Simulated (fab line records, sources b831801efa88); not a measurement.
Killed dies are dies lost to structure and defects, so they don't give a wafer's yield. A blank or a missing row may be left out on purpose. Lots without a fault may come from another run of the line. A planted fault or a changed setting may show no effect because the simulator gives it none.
Chamber matching | flow gf180mcu | GF_V4_CMP_26 on cmp-01: 4 sister chambers
The step polishes, stops on SiO2, t overpolish 15 s, target thk 0 nm. 14 wafers are shown with their chamber, then 7 later ones without.

WAFERS WITH THEIR CHAMBER
wafer  | chamber | motor_current_A (A) | time_to_endpoint_s (s) | overpolish_run_s (s)
L692.2 | 0       | 12.4                | 81                     | 15.006
L692.3 | 3       | 12.1                | 83                     | 15.003
L692.4 | 1       | 10.7                | 89                     | 15.007
L702.3 | 0       | 12.6                | 85                     | 15.010
L702.4 | 3       | 11.8                | 88                     | 15.017
L702.6 | 2       | 10.3                | 86                     | 15.004
L705.1 | 3       | 12.1                | 82                     | 14.988
L705.4 | 2       | 9.8                 | 78                     | 14.996
L705.5 | 3       | 11.8                | 79                     | 14.988
L708.2 | 0       | 12.6                | 80                     | 15.009
L708.5 | 1       | 10.3                | 86                     | 14.988
L708.6 | 0       | 12.8                | 79                     | 14.999
L709.1 | 0       | 12.6                | 80                     | 14.998
L709.2 | 2       | 9.3                 | 89                     | 14.993

SIGNATURES (means of the wafers above)
reading            | chamber 0 | chamber 1 | chamber 2 | chamber 3 | scatter within a chamber
motor_current_A    | 12.600    | 10.500    | 9.800     | 11.950    | 0.274
time_to_endpoint_s | 81.00     | 87.50     | 84.33     | 83.00     | 3.65
overpolish_run_s   | 15.00440  | 14.99750  | 14.99767  | 14.99900  | 0.00976
Rule: a wafer's distance from a chamber is the root of the sum, over the readings, of the square of ((its reading less the chamber's mean) divided by the reading's scatter). The wafer belongs to the nearest chamber; if the next one is less than 2 further off, it can't be placed. The scatter: the root of (the sum of the squares of (reading less its chamber's mean) over the shown wafers, divided by (wafers less chambers)).

WAFERS WITHOUT THEIR CHAMBER
wafer  | motor_current_A (A) | time_to_endpoint_s (s) | overpolish_run_s (s)
L709.5 | 12.3                | 81                     | 15.006
L710.1 | 12.1                | 84                     | 15.000
L710.2 | 11.9                | 86                     | 15.008
L710.4 | 10.2                | 85                     | 15.002
L711.2 | 9.8                 | 85                     | 15.006
L711.3 | 9.8                 | 81                     | 14.984
L711.6 | 10.0                | 80                     | 14.990

WHICH CHAMBER EACH WENT THROUGH
wafer  | from the rows above     | in truth
L709.5 | can't be placed: 0 or 3 | 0
L710.1 | can't be placed: 3 or 0 | 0
L710.2 | can't be placed: 3 or 0 | 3
L710.4 | can't be placed: 1 or 2 | 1
L711.2 | can't be placed: 2 or 1 | 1
L711.3 | can't be placed: 2 or 1 | 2
L711.6 | can't be placed: 2 or 1 | 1
Placed correctly: 0 of 7. Can't be placed from these rows: 7 (the true chamber is among the candidates in 7). Placed wrongly: 0.
